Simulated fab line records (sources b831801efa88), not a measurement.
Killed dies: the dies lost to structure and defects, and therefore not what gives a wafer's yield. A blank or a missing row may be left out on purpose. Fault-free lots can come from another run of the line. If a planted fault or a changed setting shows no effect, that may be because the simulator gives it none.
A lot that was struck, set against a sound lot + flow sky130 + 35 steps out of a route of 708
Sound: these wafers, L485.1, L485.4, L485.5. Struck: wafer L496.5. (L496.1, L496.4 of the same lot were not struck and are left out.) The cause comes at the end.
Order at every step that has rows: each side's tool, ch and its chambers, its first start. Under that, the readings that differ: sound wafers + struck wafers + difference of the means + sigmas: that difference in standard deviations of wafers without a fault.
alike: a reading whose means differ by less than 2 such deviations, as well as words and numbers matching on both sides. not compared: withheld readings; readings where some wafer has no value; bounds like >300 that might hide an equal value; numbers whose values overlap and for which the record gives no deviation.
The two part at a step that has a row with sigmas, a row that says differs or no value, or rows on one side only. Non-overlapping numbers with no deviation appear without sigmas and do not part them. Lack of a reading on every wafer of one side parts them only where that side has two or more wafers.

first, 9 steps without rows for these wafers: SKY_VIA2_SPUTTER_20 (material TiN, target thk 20 nm, time 80 s); SKY_VIA2_CVD_21 (deposits W, target thk 420 nm, time 126.4 s); SKY_VIA2_CMP_24 (polishes, stops on SiO2, t overpolish 20 s, target thk 0 nm); SKY_METAL3_SPUTTER_00 (material Ti, target thk 15 nm, time 10 s); SKY_METAL3_SPUTTER_01 (material TiN, target thk 20 nm, time 16.7 s); SKY_METAL3_SPUTTER_02 (material AlCu, target thk 735 nm, time 39.1 s); SKY_METAL3_SPUTTER_03 (material Ti, target thk 5 nm, time 3.3 s); SKY_METAL3_SPUTTER_04 (material TiN, target thk 70 nm, time 58.3 s); SKY_CAPM_CVD_00 (deposits SiO2, target thk 15.5 nm).
SKY_CAPM_SPUTTER_02: material TiN, target thk 200 nm, time 166.7 s.
  sound on pvd-sputter-01, day 38 06:17; struck on pvd-sputter-02, day 41 13:24
  alike: throttle-valve-pct
then, 24 steps without rows for these wafers: SKY_CAPM_DEHYDRATE_05 (time 60 s); SKY_CAPM_HMDS_06 (prime time 60 s); SKY_CAPM_COAT_07 (resist thk 1140 nm); SKY_CAPM_SOFTBAKE_08 (time 60 s); SKY_CAPM_EXPOSE_09 (exposes mask CAPM, target cd 1000 nm); SKY_CAPM_PEB_10; SKY_CAPM_DEVELOP_11 (develop time 60 s); SKY_CAPM_METAL_ETCH_13 (etches TiN in Cl2/BCl3, stops on SiO2, target depth 220 nm, time 62.9 s); SKY_CAPM_STRIP_14 (strips in O2/N2); SKY_CAPM_STRIP_15 (strips in post etch residue remover, time 1200 s); SKY_CAPM_CLEAN_16 (cleans in IPA, time 180 s); SKY_CAPM_CLEAN_17 (cleans in O3/DIW); SKY_METAL3_DEHYDRATE_05 (time 60 s); SKY_METAL3_HMDS_06 (prime time 60 s); SKY_METAL3_COAT_07 (resist thk 60 nm); SKY_METAL3_COAT_08 (resist thk 1140 nm); SKY_METAL3_SOFTBAKE_09 (time 90 s); SKY_METAL3_EXPOSE_10 (exposes mask MM3, target cd 300 nm); SKY_METAL3_PEB_11; SKY_METAL3_DEVELOP_12 (develop time 60 s); SKY_METAL3_DESCUM_15 (chemistry O2, time 8 s); SKY_METAL3_ETCH_16 (etches BARC in N2/H2, stops on SiO2, time 88.2 s, target depth 60 nm); SKY_METAL3_ETCH_17 (etches SiO2 in C4F8/O2/Ar, stops on TiN, time 3.9 s, target depth 15 nm); SKY_METAL3_METAL_ETCH_18 (etches the open film in Cl2/BCl3, stops on SiO2, target depth 845 nm, time 183.1 s).
-- the record jumps here: 8 days lie between the struck wafers' starts before and after (it left off in module METAL3 and takes up again in module PAD_OPEN, whose first step shown is number 708 of the route) --
SKY_PAD_OPEN_PROBE_99:
  sound on prober-02, day 47 07:12; struck on prober-01, day 49 18:30
| reading                               | sound              | struck | difference | sigmas      |
|---------------------------------------|--------------------|--------|------------|-------------|
| defect-limited-yield (%)              | 79.7 84.6 84.1     | 73.2   | -9.6       | -5          |
| killed-at-other                       | 0 0 0              | 48     | +48        | +99 or more |
| killed-dies                           | 100 76 78          | 132    | +47        | +5          |
| sort_bin_3_pad_short (%)              | 1.2 0.6 0.4        | 3.5    | +2.8       | +6          |
| sort_bin_5_function (%)               | 12.8 10.0 10.6     | 15.9   | +4.8       | +3          |
| sort-n-pass                           | 392 416 414        | 360    | -47        | -5          |
| sort-yield-pct (%)                    | 79.7 84.6 84.1     | 73.2   | -9.6       | -5          |
| model.etest.tester.sort-n-pass        | 392 416 414        | 360    | -47        |             |
| model.etest.tester.sort-yield-pct (%) | 79.67 84.55 84.15  | 73.17  | -9.62      |             |
| model.etest.tester.sort_bin_5_pct (%) | 12.8 9.959 10.57   | 15.85  | +4.74      |             |
| model.etest.tester.sort_bin_3_pct (%) | 1.22 0.6098 0.4065 | 3.455  | +2.710     |             |
  alike: killed_at_M0_to_M3, killed_at_M4_up, killed-at-contacts, killed-at-front-end, killed-open, killed-short, sort_bin_6_memory

## WHERE THEY PART
At SKY_PAD_OPEN_PROBE_99 and nowhere else, as far as this record goes.

WHY: what the simulator had put in
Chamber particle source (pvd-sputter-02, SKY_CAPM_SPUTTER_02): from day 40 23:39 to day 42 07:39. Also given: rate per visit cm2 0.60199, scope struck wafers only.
